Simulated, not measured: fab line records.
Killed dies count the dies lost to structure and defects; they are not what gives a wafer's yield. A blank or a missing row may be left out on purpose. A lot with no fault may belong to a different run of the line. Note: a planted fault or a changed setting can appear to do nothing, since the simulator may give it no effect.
A lot that was struck, set against a sound lot ; flow sfq line ; 14 steps out of a route of 325
Sound: these wafers, L911.1, L911.4, L911.5. Wafers L913.3, L913.4, L913.5 were the ones struck. At the end, the cause is stated.
For every step that has rows: the tool of each side, followed by ch and its chambers, followed by its first start. Under that, the readings that differ: sound wafers ; struck wafers ; difference of the means ; sigmas: that difference in standard deviations of wafers without a fault.
alike: a reading whose means differ by less than 2 such deviations, as well as words and numbers matching on both sides. not compared: withheld readings; readings where some wafer has no value; bounds like >300 that might hide an equal value; numbers whose values overlap and for which the record gives no deviation.
The two part at a step that has a row with sigmas, a row that says differs or no value, or rows on one side only. Non-overlapping numbers with no deviation appear without sigmas and do not part them. A reading missing from all wafers of one side parts the sides only when that side holds two or more wafers.

first, 6 steps without rows for these wafers: SFQ_TRILAYER_M7_LITHO_COAT_182 (resist thk 62 nm); SFQ_TRILAYER_M7_LITHO_COAT_177 (resist thk 600 nm); SFQ_TRILAYER_M7_LITHO_SOFTBAKE_181; SFQ_TRILAYER_M7_LITHO_EXPOSE_178 (exposes mask M7, target cd 500 nm); SFQ_TRILAYER_M7_LITHO_PEB_180 (peb time 60 s); SFQ_TRILAYER_M7_LITHO_DEVELOP_179 (time 60 s).
SFQ_M7_OVL_MEAS_945:
  sound: overlay-01 at day 68 15:47; struck: overlay-01 at day 68 21:48
  alike: M7_OVL
SFQ_TRILAYER_M7_BARC_OPEN_METAL_ETCH_229: etches BARC in O2, target depth 125 nm, time 41.7 s.
  sound on rie metal-02 ch 0,1, day 68 15:50; struck on rie metal-03 ch 0,1, day 68 21:51
  alike: drypump motor current A, oes product au, rf fwd power W
  not compared: rf hours counter h
SFQ_TRILAYER_M7_ETCH_METAL_ETCH_180: etches Nb in Cl2/Ar, stops on SiO2, target depth 240 nm, time 120 s.
  sound on rie metal-02 ch 0,1, day 68 15:53; struck on rie metal-03 ch 0,1, day 68 21:56
reading;sound;struck;difference;sigmas
oes product au (a.u.);0.905 0.905 0.898;0.885 0.882 0.893;-0.016;-2
  alike: drypump motor current A, rf fwd power W
  not compared: rf hours counter h
SFQ_TRILAYER_M7_STRIP_STRIP_181: strips in O2.
  sound on rie metal-02 ch 0,1, day 68 16:01; struck on rie metal-03 ch 0,1, day 68 22:13
  alike: drypump motor current A, oes product au, platen temp c
  not compared: rf hours counter h
then, 1 step without rows for these wafers: SFQ_TRILAYER_M7_STRIP_SOLV_CLEAN_182 (cleans in NMP, time 600 s).
SFQ_TRILAYER_I7_DEP_PECVD_183: deposits SiO2 from SiH4/N2O, time 111.11 s, target thk 500 nm.
  sound on pecvd-04 ch 0,1,2, day 68 16:47; struck on pecvd-01 ch 0,1, day 68 22:47
  alike: heater power w, rf fwd power W, throttle valve pct
SFQ_TRILAYER_I7_CMP_CMP_184: polishes SiO2.
  sound on cmp-02 ch 0,1,3, day 68 23:55; struck on cmp-01 ch 1,3, day 69 06:49
reading;sound;struck;difference;sigmas
head pressure psi (psi);3.002 3.004 2.997;2.389 2.378 2.391;-0.615;-90
time to endpoint s (s);208 213 224;279 295 288;+72;+10
  alike: motor current A
SFQ_I7_BOW_MEAS_946:
  sound: film metro-03 at day 69 01:55; struck: film metro-02 at day 69 09:52
reading;sound;struck;difference;sigmas
I7_BOW (um);-3 -4 -11;19 19 12;+23;+2

## WHERE THEY PART
Earliest at SFQ_TRILAYER_M7_ETCH_METAL_ETCH_180; latest, in this record, at SFQ_I7_BOW_MEAS_946.

WHY: what had been put in by the simulator
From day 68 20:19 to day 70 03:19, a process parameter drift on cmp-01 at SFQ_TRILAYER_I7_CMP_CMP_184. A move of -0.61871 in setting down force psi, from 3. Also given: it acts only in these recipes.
